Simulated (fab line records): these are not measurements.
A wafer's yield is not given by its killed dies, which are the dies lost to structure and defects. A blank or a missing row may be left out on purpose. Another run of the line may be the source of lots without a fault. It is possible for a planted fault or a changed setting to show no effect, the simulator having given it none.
Matching of chambers / flow gf180mcu / pecvd-03 running GF_V4_CVD_02: 3 sister chambers
The step deposits SiO2 from TEOS, target thk 850 nm, time 94.851 s. 22 wafers are shown with their chamber, then 11 later ones without.

## WAFERS PAIRED WITH THEIR CHAMBERS
wafer=L074.1; chamber=0; heater-power-w (W)=599
wafer=L074.4; chamber=2; heater-power-w (W)=662
wafer=L074.6; chamber=2; heater-power-w (W)=702
wafer=L076.1; chamber=0; heater-power-w (W)=667
wafer=L076.2; chamber=2; heater-power-w (W)=631
wafer=L076.4; chamber=2; heater-power-w (W)=689
wafer=L079.2; chamber=1; heater-power-w (W)=582
wafer=L079.4; chamber=1; heater-power-w (W)=640
wafer=L079.5; chamber=2; heater-power-w (W)=664
wafer=L085.2; chamber=1; heater-power-w (W)=613
wafer=L085.3; chamber=2; heater-power-w (W)=693
wafer=L085.5; chamber=2; heater-power-w (W)=737
wafer=L087.3; chamber=1; heater-power-w (W)=676
wafer=L087.4; chamber=0; heater-power-w (W)=570
wafer=L087.6; chamber=1; heater-power-w (W)=546
wafer=L088.2; chamber=1; heater-power-w (W)=692
wafer=L088.4; chamber=0; heater-power-w (W)=587
wafer=L088.5; chamber=1; heater-power-w (W)=556
wafer=L090.1; chamber=1; heater-power-w (W)=656
wafer=L090.4; chamber=1; heater-power-w (W)=670
wafer=L090.6; chamber=0; heater-power-w (W)=691
wafer=L092.2; chamber=1; heater-power-w (W)=657

SIGNATURES (means of the wafers above)
reading=heater-power-w; chamber 0=622.80; chamber 1=628.80; chamber 2=682.57; scatter within a chamber=47.2
Rule: a wafer's distance from a chamber is the root of the sum, over the readings, of the square of ((its reading less the chamber's mean) divided by the reading's scatter). The wafer belongs to the nearest chamber; if the next one is less than 2 further off, it can't be placed. The scatter is the square root of a quotient: the sum, over the shown wafers, of each reading's squared deviation from its chamber's mean, divided by wafers minus chambers.

## WAFERS MISSING THEIR CHAMBER
wafer=L092.5; heater-power-w (W)=567
wafer=L092.6; heater-power-w (W)=701
wafer=L093.2; heater-power-w (W)=700
wafer=L093.3; heater-power-w (W)=703
wafer=L093.4; heater-power-w (W)=591
wafer=L095.1; heater-power-w (W)=704
wafer=L095.5; heater-power-w (W)=571
wafer=L095.6; heater-power-w (W)=690
wafer=L096.2; heater-power-w (W)=630
wafer=L096.3; heater-power-w (W)=619
wafer=L096.5; heater-power-w (W)=681

## EACH ONE'S CHAMBER
wafer=L092.5; from the rows above=can't be placed: 0 or 1 or 2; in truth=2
wafer=L092.6; from the rows above=can't be placed: 2 or 1 or 0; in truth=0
wafer=L093.2; from the rows above=can't be placed: 2 or 1 or 0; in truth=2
wafer=L093.3; from the rows above=can't be placed: 2 or 1 or 0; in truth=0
wafer=L093.4; from the rows above=can't be placed: 0 or 1 or 2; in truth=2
wafer=L095.1; from the rows above=can't be placed: 2 or 1 or 0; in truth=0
wafer=L095.5; from the rows above=can't be placed: 0 or 1 or 2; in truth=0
wafer=L095.6; from the rows above=can't be placed: 2 or 1 or 0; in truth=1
wafer=L096.2; from the rows above=can't be placed: 1 or 0 or 2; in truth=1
wafer=L096.3; from the rows above=can't be placed: 0 or 1 or 2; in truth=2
wafer=L096.5; from the rows above=can't be placed: 2 or 1 or 0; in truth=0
Correctly placed: 0 of 11. Cannot be placed on the basis of these rows: 11; the candidates contain the true chamber in 11. Wrongly placed: 0.
